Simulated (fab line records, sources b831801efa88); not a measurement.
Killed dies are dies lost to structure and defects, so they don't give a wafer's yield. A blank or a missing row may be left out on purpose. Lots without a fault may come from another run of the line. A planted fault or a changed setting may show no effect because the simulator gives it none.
fab line records | flow sfq_line
record lots=6 wafers=16 last_day=83
route steps=325 shown M7@285 I7@296
lots that met no fault: from a run of the same line without faults
start_h: hours from the record's first day to the start of the lot's first wafer shown | wait_h: hours since the lot's step before | " the same as in the row above | L1.1+2: a row that stands for several wafers | - no value, or no start given | * or withheld: withheld | < > ~ a bound
route shown NAME@n: a module of which the file shows steps, and the number in the route of the first | usual: mean/standard deviation of fault-free wafers | same: alike in all rows | chamber/n: place in a boat | sites: the reading at each site | _std_site: their standard deviation | _edge_site: outer sites' mean less inner sites' | radius_mm: how far each site lies from the wafer's centre | mask NAME#n: copy n | behind: the tool/chamber that last shaped the wafer | hold: why the lot was held/for how many hours/how that ended | device: the transistor (n, p or np) that didn't switch | end of line: the same wafers' tests at the end of the route | a step without rows: its recipe alone | killed: dies lost to structure and defects at the first sort, not the wafer's yield | map: a wafer's dies, x killed, . not, _ none there
set.NAME: the setting as run; set.NAME@STEP: as run at that earlier step | model.NAME: the simulator's own value behind a step, which no gauge read
lots at some steps of the route; a table a step, a row a wafer
services: from which hour (start_h, from the record's first day; less than 0 if before it) a tool's chamber was out of use, for how many hours, and why
## steps
# step SFQ_TRILAYER_M7_LITHO_COAT_182
# recipe resist=BARC spin_rpm=3000 resist_thk_nm=62
# step SFQ_TRILAYER_M7_LITHO_COAT_177
# recipe resist=KrF spin_rpm=3000 resist_thk_nm=600
# step SFQ_TRILAYER_M7_LITHO_SOFTBAKE_181
# recipe temp_c=withheld time_s=withheld resist=KrF
# step SFQ_TRILAYER_M7_LITHO_EXPOSE_178
# recipe mask_id=M7 na=0.6 source_shape=conventional sigma_outer=0.65 target_cd_nm=500 dose_mj=14.4
# step SFQ_TRILAYER_M7_LITHO_PEB_180
# recipe peb_temp_c=115 peb_time_s=60 resist=KrF
# step SFQ_TRILAYER_M7_LITHO_DEVELOP_179
# recipe time_s=60 resist=KrF
# step SFQ_M7_OVL_MEAS_945
# usual M7_OVL=-2/5.3
# columns lot.wafer tool chamber start_h wait_h M7_OVL[nm]
L751.3 overlay-02 - 1730.59 0.1 -8
L751.4 " - " " -6
L751.6 " - " " -3
L753.2 overlay-02 - 1742.58 0.1 2
L753.3 " - " " -1
L753.4 " - " " -2
L754.2 overlay-01 - 1745.46 0.1 0
L754.3 " - " " 0
L754.6 " - " " 1
L764.4 overlay-01 - 1825.09 0.1 5
L764.6 " - " " -2
L767.4 overlay-01 - 1870.51 0.1 -1
L767.6 " - " " -4
L770.2 overlay-01 - 1887.55 0.1 -4
L770.4 " - " " -9
L770.6 " - " " -11
# step SFQ_TRILAYER_M7_BARC_OPEN_METAL_ETCH_229
# recipe mask_material=PR chemistry=O2 target_depth_nm=125 target=BARC icp_w=600 bias_w=80 pressure_mtorr=10 time_s=41.7
# usual drypump_motor_current_A=5.4/0.33 oes_product_au=0.685/0.0044
# columns lot.wafer tool chamber start_h wait_h drypump_motor_current_A oes_product_au rf_hours_counter_h
L751.3 rie_metal-01 1 1730.63 0.0 6.1 0.692 -
L751.4 " 0 " " 5.3 0.682 -
L751.6 " 1 " " 6.1 0.689 -
L753.2 rie_metal-04 0 1742.61 0.0 5.5 0.682 86
L753.3 " 0 " " 5.5 0.689 -
L753.4 " 1 " " 5.2 0.692 -
L754.2 rie_metal-04 0 1745.49 0.0 5.5 0.686 86
L754.3 " 1 " " 5.2 0.689 -
L754.6 " 1 " " 5.2 0.675 -
L764.4 rie_metal-04 0 1825.13 0.0 5.5 0.683 -
L764.6 " 1 " " 5.2 0.674 -
L767.4 rie_metal-01 1 1870.55 0.0 6.1 0.677 -
L767.6 " 1 " " 6.1 0.685 -
L770.2 rie_metal-01 1 1887.58 0.0 6.1 0.688 96
L770.4 " 0 " " 5.3 0.688 -
L770.6 " 1 " " 6.1 0.682 -
# step SFQ_TRILAYER_M7_ETCH_METAL_ETCH_180
# recipe target=Nb stop_on=SiO2 mask_material=PR chemistry=Cl2/Ar target_depth_nm=240 icp_w=600 bias_w=80 pressure_mtorr=10 time_s=120
# step SFQ_TRILAYER_M7_STRIP_STRIP_181
# recipe gas=O2 power_w=200 platen_temp_c=40 overash_fraction=0.65 chemistry=O2 pressure_mtorr=50
# usual drypump_motor_current_A=5.4/0.33 oes_product_au=0.998/0.015
# columns lot.wafer tool chamber start_h wait_h drypump_motor_current_A oes_product_au rf_hours_counter_h
L751.3 rie_metal-01 1 1731.00 0.2 6.1 0.994 -
L751.4 " 0 " " 5.4 0.966 -
L751.6 " 1 " " 6.1 1.002 -
L753.2 rie_metal-04 0 1742.79 0.1 5.5 0.982 86
L753.3 " 0 " " 5.5 0.985 -
L753.4 " 1 " " 5.2 1.003 -
L754.2 rie_metal-04 0 1745.67 0.1 5.5 0.995 86
L754.3 " 1 " " 5.2 1.012 -
L754.6 " 1 " " 5.2 1.014 -
L764.4 rie_metal-04 0 1825.49 0.2 5.5 1.008 -
L764.6 " 1 " " 5.2 0.997 -
L767.4 rie_metal-01 1 1870.92 0.2 6.1 1.002 -
L767.6 " 1 " " 6.1 0.994 -
L770.2 rie_metal-01 1 1887.77 0.1 6.1 0.991 96
L770.4 " 0 " " 5.4 0.983 -
L770.6 " 1 " " 6.1 0.987 -
# step SFQ_TRILAYER_M7_STRIP_SOLV_CLEAN_182
# recipe chemistry=NMP temp_c=70 time_s=600
# step SFQ_TRILAYER_I7_DEP_PECVD_183
# recipe material=SiO2 temp_c=150 time_s=111.11 pressure_torr=2.4 rf_w=183.3 precursor=SiH4/N2O target_thk_nm=500
# usual heater_power_w=81/15 showerhead_vpp_V=841/33 throttle_valve_pct=24.9/2.1
# columns lot.wafer tool chamber start_h wait_h heater_power_w showerhead_vpp_V throttle_valve_pct
L751.3 pecvd-01 0 1731.57 0.0 69 796 26.9
L751.4 " 2 " " 74 841 26.1
L751.6 " 1 " " 118 854 28.9
L753.2 pecvd-02 2 1743.57 0.0 76 792 24.1
L753.3 " 0 " " 80 885 24.6
L753.4 " 2 " " 63 795 23.9
L754.2 pecvd-01 0 1746.45 0.0 65 798 26.8
L754.3 " 1 " " 115 843 28.8
L754.6 " 2 " " 78 833 26.0
L764.4 pecvd-03 1 1826.11 0.0 66 866 23.9
L764.6 " 0 " " 102 847 23.0
L767.4 pecvd-02 2 1871.56 0.0 68 815 24.4
L767.6 " 0 " " 77 885 25.0
L770.2 pecvd-01 1 1888.56 0.0 117 817 29.0
L770.4 " 0 " " 71 806 26.9
L770.6 " 1 " " 103 841 29.3
# step SFQ_TRILAYER_I7_CMP_CMP_184
# recipe material=SiO2 down_force_psi=3 platen_rpm=60 pad_velocity_m_s=0.94248
# usual motor_current_A=9.4/0.86 time_to_endpoint_s=214/8.6
# columns lot.wafer tool chamber start_h wait_h motor_current_A time_to_endpoint_s model.SiO2_of_TRILAYER_I7_DEP_PECVD_183.thk_nm
L751.4 cmp-01 0 1732.89 1.2 9.1 222 200
L751.3 " 2 1733.89 2.3 9.7 219 200
L751.6 " 0 1734.89 3.2 9.3 228 199.6
L753.3 cmp-02 3 1743.65 0.0 9.8 210 198.1
L753.4 " 1 1744.65 1.0 9.9 221 200.4
L753.2 " 2 " " 8.3 215 199.3
L754.3 cmp-01 0 1748.69 2.2 10.0 216 202
L754.2 " 1 " " 8.6 221 201
L754.6 " 2 " " 10.1 224 199.5
L764.4 cmp-01 2 1829.06 2.9 9.8 204 199.8
L764.6 " 2 1831.06 4.9 9.9 184 249.5
L767.4 cmp-01 0 1872.10 0.5 9.6 211 198.4
L767.6 " 0 1874.10 2.5 9.4 175 248.7
L770.4 cmp-02 2 1889.86 1.2 7.9 213 200.5
L770.2 " 1 1891.36 2.8 9.9 206 200
L770.6 " 3 1892.36 3.7 9.7 211 198.2
# step SFQ_I7_BOW_MEAS_946
# recipe mode=bow
# usual I7_BOW=9/13
# columns lot.wafer tool chamber start_h wait_h I7_BOW[um]
L751.3 film_metro-02 - 1735.93 1.5 29
L751.4 " - " " 37
L751.6 " - " " 25
L753.2 film_metro-01 - 1746.67 1.0 -4
L753.3 " - " " 5
L753.4 " - " " -1
L754.2 film_metro-03 - 1750.71 1.0 -12
L754.3 " - " " -5
L754.6 " - " " -3
L764.4 film_metro-03 - 1832.12 2.6 -3
L764.6 " - " " 8
L767.4 film_metro-03 - 1874.66 2.1 4
L767.6 " - " " 13
L770.2 film_metro-02 - 1892.88 1.0 11
L770.4 " - " " 6
L770.6 " - " " 11
# step SFQ_TRILAYER_I7_METRO_MEASURE_185
# usual thk_nm=199.6/1.3
# columns lot.wafer tool chamber start_h wait_h thk_nm
L751.3 film_metro-02 - 1736.41 0.5 200.0
L751.4 " - " " 200.2
L751.6 " - " " 199.6
L753.2 film_metro-01 - 1746.97 0.3 199.2
L753.3 " - " " 198.1
L753.4 " - " " 200.3
L754.2 film_metro-03 - 1751.01 0.3 201.2
L754.3 " - " " 202.1
L754.6 " - " " 199.3
L764.4 film_metro-03 - 1832.78 0.6 199.8
L764.6 " - " " 249.4
L767.4 film_metro-03 - 1875.32 0.6 198.4
L767.6 " - " " 248.6
L770.2 film_metro-02 - 1893.18 0.3 199.9
L770.4 " - " " 200.5
L770.6 " - " " 198.2
# step SFQ_TRILAYER_I7_VIA_LITHO_COAT_192
# recipe resist=BARC spin_rpm=3000 resist_thk_nm=62
# step SFQ_TRILAYER_I7_VIA_LITHO_COAT_187
# recipe resist=KrF spin_rpm=3000 resist_thk_nm=650
# step SFQ_TRILAYER_I7_VIA_LITHO_SOFTBAKE_191
# recipe temp_c=withheld time_s=withheld resist=KrF
# step SFQ_TRILAYER_I7_VIA_LITHO_EXPOSE_188
# recipe mask_id=I7 na=0.6 source_shape=conventional sigma_outer=0.65 target_cd_nm=1000 dose_mj=21.3
# step SFQ_TRILAYER_I7_VIA_LITHO_PEB_190
# recipe peb_temp_c=115 peb_time_s=60 resist=KrF
# step SFQ_TRILAYER_I7_VIA_LITHO_DEVELOP_189
# recipe time_s=60 resist=KrF
# step SFQ_I7_OVL_MEAS_947
# usual I7_OVL=-1/5.2
# columns lot.wafer tool chamber start_h wait_h I7_OVL[nm]
L751.3 overlay-01 - 1750.77 0.1 -6
L751.4 " - " " -10
L751.6 " - " " -11
L753.2 overlay-01 - 1753.16 0.1 0
L753.3 " - " " 1
L753.4 " - " " 6
L754.2 overlay-01 - 1754.36 0.1 -2
L754.3 " - " " 6
L754.6 " - " " -1
L764.4 overlay-01 - 1915.13 0.1 0
L764.6 " - " " 0
L767.4 overlay-01 - 1959.69 0.1 2
L767.6 " - " " -6
L770.2 overlay-02 - 1974.73 0.1 11
L770.4 " - " " 10
L770.6 " - " " 11
# step SFQ_TRILAYER_I7_VIA_BARC_OPEN_VIA_ETCH_260
# recipe mask_material=PR chemistry=O2 target_depth_nm=125 target=BARC source_w=500 bias_w=80 pressure_mtorr=30 time_s=41.7
# usual drypump_motor_current_A=5.6/0.5 oes_product_au=0.684/0.0042
# columns lot.wafer tool chamber start_h wait_h drypump_motor_current_A oes_product_au rf_hours_counter_h
L751.3 rie_diel-03 0 1750.79 0.0 5.3 0.683 1
L751.4 " 2 " " 5.7 0.688 5
L751.6 " 1 " " 6.7 0.689 -
L753.2 rie_diel-04 3 1753.19 0.0 5.6 0.692 22
L753.3 " 0 " " 5.1 0.688 17
L753.4 " 2 " " 6.1 0.685 14
L754.2 rie_diel-03 0 1754.39 0.0 5.3 0.687 2
L754.3 " 1 " " 6.8 0.685 22
L754.6 " 3 " " 5.3 0.676 -
L764.4 rie_diel-04 1 1915.16 0.0 6.0 0.674 -
L764.6 " 3 " " 5.6 0.681 -
L767.4 rie_diel-03 2 1959.71 0.0 5.7 0.684 8
L767.6 " 1 " " 6.8 0.683 -
L770.2 rie_diel-03 1 1974.76 0.0 6.8 0.681 3
L770.4 " 2 " " 5.7 0.681 8
L770.6 " 0 " " 5.3 0.678 -
# step SFQ_TRILAYER_I7_VIA_ETCH_VIA_ETCH_190
# recipe target=SiO2 stop_on=Nb mask_material=PR taper_deg=20 chemistry=CHF3 target_depth_nm=260 source_w=500 bias_w=80 pressure_mtorr=30 time_s=withheld
# usual drypump_motor_current_A=5.6/0.49 oes_product_au=0.854/0.0051
# columns lot.wafer tool chamber start_h wait_h drypump_motor_current_A oes_product_au model.etch.depth_nm model.I7.feature_depth_nm
L751.3 rie_diel-03 0 1750.83 0.0 5.3 0.855 200 200
L751.4 " 2 " " 5.7 0.854 200 200
L751.6 " 1 " " 6.8 0.857 199.6 199.6
L753.2 rie_diel-04 3 1753.23 0.0 5.6 0.857 199.3 199.3
L753.3 " 0 " " 5.1 0.840 198.1 198.1
L753.4 " 2 " " 6.1 0.850 200.4 200.4
L754.2 rie_diel-03 0 1754.43 0.0 5.3 0.860 201 201
L754.3 " 1 " " 6.7 0.852 202 202
L754.6 " 3 " " 5.2 0.852 199.5 199.5
L764.4 rie_diel-04 1 1915.24 0.1 6.0 0.860 199.8 199.8
L764.6 " 3 " " 5.6 0.973 249.5 249.5
L767.4 rie_diel-03 2 1959.75 0.0 5.7 0.849 198.4 198.4
L767.6 " 1 " " 6.7 0.967 248.7 248.7
L770.2 rie_diel-03 1 1974.80 0.0 6.8 0.854 200 200
L770.4 " 2 " " 5.7 0.860 200.5 200.5
L770.6 " 0 " " 5.3 0.848 198.2 198.2
# step SFQ_TRILAYER_I7_VIA_STRIP_STRIP_191
# recipe gas=O2 power_w=200 platen_temp_c=40 overash_fraction=0.65 chemistry=O2 pressure_mtorr=50
# usual drypump_motor_current_A=5.47/0.3 oes_product_au=0.999/0.015
# columns lot.wafer tool chamber start_h wait_h drypump_motor_current_A oes_product_au rf_hours_counter_h
L751.3 rie_metal-04 0 1751.15 - 5.50 1.001 -
L751.4 " 1 " " 5.17 1.004 -
L751.6 " 0 " " 5.49 1.000 -
L753.2 rie_metal-02 0 1753.35 - 5.64 0.997 97
L753.3 " 1 " " 5.86 0.984 -
L753.4 " 0 " " 5.66 1.005 -
L754.2 rie_metal-04 1 1754.55 - 5.18 1.014 103
L754.3 " 0 " " 5.49 1.005 -
L754.6 " 0 " " 5.50 0.994 -
L764.4 rie_metal-04 0 1915.50 - 5.48 0.985 -
L764.6 " 0 " " 5.50 0.984 -
L767.4 rie_metal-03 0 1960.06 - 5.02 1.008 -
L767.6 " 0 " " 5.01 1.008 -
L770.2 rie_metal-02 0 1974.91 - 5.63 0.992 134
L770.4 " 0 " " 5.64 1.001 -
L770.6 " 1 " " 5.87 1.000 -
## services
# columns tool chamber start_h hours kind
film_metro-03 - 1708.69 1.1 pm
rie_diel-04 2 1738.62 1.8 repair
rie_metal-01 - 1747.45 2.8 pm
rie_diel-04 - 1751.19 0.1 repair
cmp-01 - 1756.56 1.3 repair
rie_metal-04 1 1760.67 2.3 repair
rie_metal-01 - 1763.33 2.4 repair
rie_diel-03 - 1764.99 15.6 pm
rie_metal-04 1 1789.57 9.1 repair
rie_diel-04 0 1790.43 1.3 repair
rie_diel-04 1 1846.59 7.2 repair
rie_diel-04 2 1851.06 43.0 repair
rie_diel-03 0 1854.11 6.6 repair
rie_diel-04 0 1866.34 15.9 repair
rie_diel-04 - 1881.30 0.5 repair
rie_diel-03 1 1904.40 6.0 repair
rie_diel-03 2 1904.93 4.4 repair
rie_diel-04 1 1910.72 1.2 repair
rie_diel-04 2 1910.81 16.7 repair
rie_diel-03 1 1940.76 10.4 repair
cmp-01 - 1945.09 4.0 pm
rie_diel-04 - 1951.86 14.6 pm
rie_diel-03 0 1953.46 4.6 repair
cmp-01 - 1956.42 2.1 repair
## key
first_sign step=SFQ_TRILAYER_I7_CMP_CMP_184 reading=time_to_endpoint_s direction=down sigmas=4.1 usual=* struck=*
effect step=SFQ_TRILAYER_I7_METRO_MEASURE_185 reading=thk_nm direction=up sigmas=38 usual=199.6 struck=249.0
effect step=SFQ_TRILAYER_I7_VIA_ETCH_VIA_ETCH_190 reading=oes_product_au direction=up sigmas=23 usual=0.854 struck=0.970
model_effect step=SFQ_TRILAYER_I7_CMP_CMP_184 value=SiO2_of_TRILAYER_I7_DEP_PECVD_183.thk_nm without=199.1 struck=249.1
model_effect step=SFQ_TRILAYER_I7_VIA_ETCH_VIA_ETCH_190 value=etch.depth_nm without=199.1 struck=249.1
met_at SFQ_TRILAYER_I7_CMP_CMP_184
struck_wafers L764.6,L767.6
onset_between 1748.69 1829.06
fault kind=process_parameter_drift tool=cmp-01 chamber=- onset_h=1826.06 steps=SFQ_TRILAYER_I7_CMP_CMP_184 channel=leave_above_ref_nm offset=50 shape=step end_h=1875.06 scope=struck_wafers_only acts_in=these_recipes_only stated=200
